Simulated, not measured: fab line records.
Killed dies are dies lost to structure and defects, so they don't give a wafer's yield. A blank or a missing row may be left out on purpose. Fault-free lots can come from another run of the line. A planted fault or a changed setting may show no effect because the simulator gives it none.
8D (eight disciplines) problem report, filled in by code || flow sky130 || the parts of the form that need people (team, actions taken, sign-off) are left out

## 1. THE PROBLEM
Mean of runLengthS at SKY_FIELD_ISO_ETCH_17: 113.2 s across 2 wafers in 2 lots; on wafers with no fault it is 125.9 s (standard deviation 0.44). That puts it -29 standard deviations away from the usual mean.
The step: etches Si in HBr/Cl2/O2, target depth 342 nm, time 97.7 s.
First observed at day 5 03:07: wafer L377.3, on rieSi-02. At this step, 18 wafers from 6 lots have a number in the record. By rule, "out" or "out of limits" means more than 4 standard deviations away from the usual mean. All remaining wafers that have a number are taken as sound.

## 2. WHAT IT IS, WHAT IT ISN'T
{"question": "which readings at this step", "is": "runLengthS", "is not": "drypumpMotorCurrentA, oesProductAu"}
{"question": "which lots", "is": "L377, L378", "is not": "L365, L371, L380, L387"}
{"question": "which wafers of those lots", "is": "L377.3, L378.4", "is not": "L377.2, L377.4, L378.1, L378.6"}
{"question": "read on which tools", "is": "rieSi-02", "is not": "rieSi-01"}
{"question": "when", "is": "from day 5 03:07", "is not": "up to then (8 sound wafers); but 8 sound wafers of L378, L380, L387 came after"}

## 3. WHAT RULES OUT EACH SUSPECT
Counting: any tool at a process step up to the reading remains a suspect provided it ran every lot that is out. Sound lots after the first of them don't rule it out here, since some wafers of a struck lot are sound.
- rieSi-02 at SKY_FIELD_ISO_ETCH_17 (etches Si in HBr/Cl2/O2, target depth 342 nm, time 97.7 s): kept. Every lot that is out went through it, the first being L377 (day 5 03:07); the last sound lot it ran before that was L365 (day 2 09:41). Out on those wafers are its own readings of runLengthS.
- At SKY_FIELD_ISO_ETCH_17, inside rieSi-02: chamber 2 took the wafers that are out, while their sound lot-mates went through chambers 0, 1.
The count leaves rieSi-02 at SKY_FIELD_ISO_ETCH_17.

## 4. THE CAUSE (what the simulator had put in)
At SKY_FIELD_ISO_ETCH_17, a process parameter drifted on rieSi-02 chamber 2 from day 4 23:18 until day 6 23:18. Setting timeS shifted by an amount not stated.
Only this tool survived the counting.

## 5. THE EFFECT CHAIN, in route order
One row per reading whose mean, taken over the struck wafers that have a number, lies over 3 standard deviations from the usual. Only readings whose record carries a usual standard deviation are examined. hours: median over the lots of the time between each lot's start at the first step of this table that gives one and its start at this step. sigmas: the change, counted in usual standard deviations.
{"hours": 0, "step": "SKY_FIELD_ISO_ETCH_17", "reading": "runLengthS", "usual": "125.9 s", "on struck wafers": 113.2, "change": -12.7, "sigmas": -29}
The process steps in it:
- SKY_FIELD_ISO_ETCH_17: etches Si in HBr/Cl2/O2, target depth 342 nm, time 97.7 s.

## 6. WHAT WOULD HAVE CAUGHT IT SOONER
In this record no reading fell out of limits until day 5 03:07, 4 hours after the fault had begun at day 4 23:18.
